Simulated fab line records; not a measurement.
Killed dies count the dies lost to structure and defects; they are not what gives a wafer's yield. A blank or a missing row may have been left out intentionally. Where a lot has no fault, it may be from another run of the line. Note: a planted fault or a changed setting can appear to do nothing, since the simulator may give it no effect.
One fault seen from 2 desks | flow sky130 | each desk has only its own numbers; what lay behind them comes last

## METROLOGY DESK
Means of the sampled wafers that have a number, per lot and without regard to the tool the lot ran on: this is what the gauges read. The brackets show how far a lot's mean lies from the usual mean; more than 4 standard deviations puts the lot out of limits, marked OUT.
Columns: A = VIA2_W_RS at SKY_VIA2_RS_MEAS_22, usual 0.273 ohm/sq; B = VIA2_W_THK at SKY_VIA2_THK_MEAS_23, usual 410 nm
lot  | first seen here | A     | B
L674 | day 36 03:50    | 0.278 | 397
L678 | day 37 18:55    | 0.269 | 417
L683 | day 39 04:39    | 0.273 | 405
L693 | day 42 11:59    | 0.275 | 416
L694 | day 42 12:56    | 0.274 | 415
L697 | day 43 09:22    | 0.266 | 424
This desk found nothing out of limits on any of the 6 lots.

## FOR THE TOOL OWNER'S DESK: pvdSputter-02
The tool's own readings at SKY_METAL3_SPUTTER_04 (material TiN, target thk 70 nm, time 58.3 s): means of the sampled wafers that have a number, for each lot that ran on this tool. The brackets show how far a lot's mean lies from the usual mean; more than 4 standard deviations puts the lot out of limits, marked OUT.
Columns: A = cathodeDcPowerW at SKY_METAL3_SPUTTER_04, usual 6500.1 W; B = throttleValvePct at SKY_METAL3_SPUTTER_04, usual 29.8 %
lot  | first seen here | A                        | B
L678 | day 37 19:30    | 6499.7                   | 28.6
L693 | day 42 12:33    | 6767.7 (+99 or more) OUT | 29.4
L694 | day 42 13:32    | 6769.1 (+99 or more) OUT | 29.2
This desk's finding: out of limits on L693, L694; first on L693, day 42 12:33 (cathodeDcPowerW at SKY_METAL3_SPUTTER_04). L678: within limits.

## ALL TOGETHER
The tool owner's desk had the chance to raise an alarm at day 42 12:33 on L693, L694.
From the metrology desk's view, nothing was out of limits.
The metrology desk holds a record of L693, L694, inside its limits.
SKY_METAL3_SPUTTER_04 was run on pvdSputter-02 by each of the lots named.

## WHAT THE SIMULATOR HAD INSERTED
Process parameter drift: pvdSputter-02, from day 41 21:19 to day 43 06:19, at SKY_METAL3_SPUTTER_04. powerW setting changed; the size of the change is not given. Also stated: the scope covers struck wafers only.
Struck lots among those shown: L693, L694.
Each desk's first reading out of limits, in hours after the fault started: the tool owner's desk, 15.
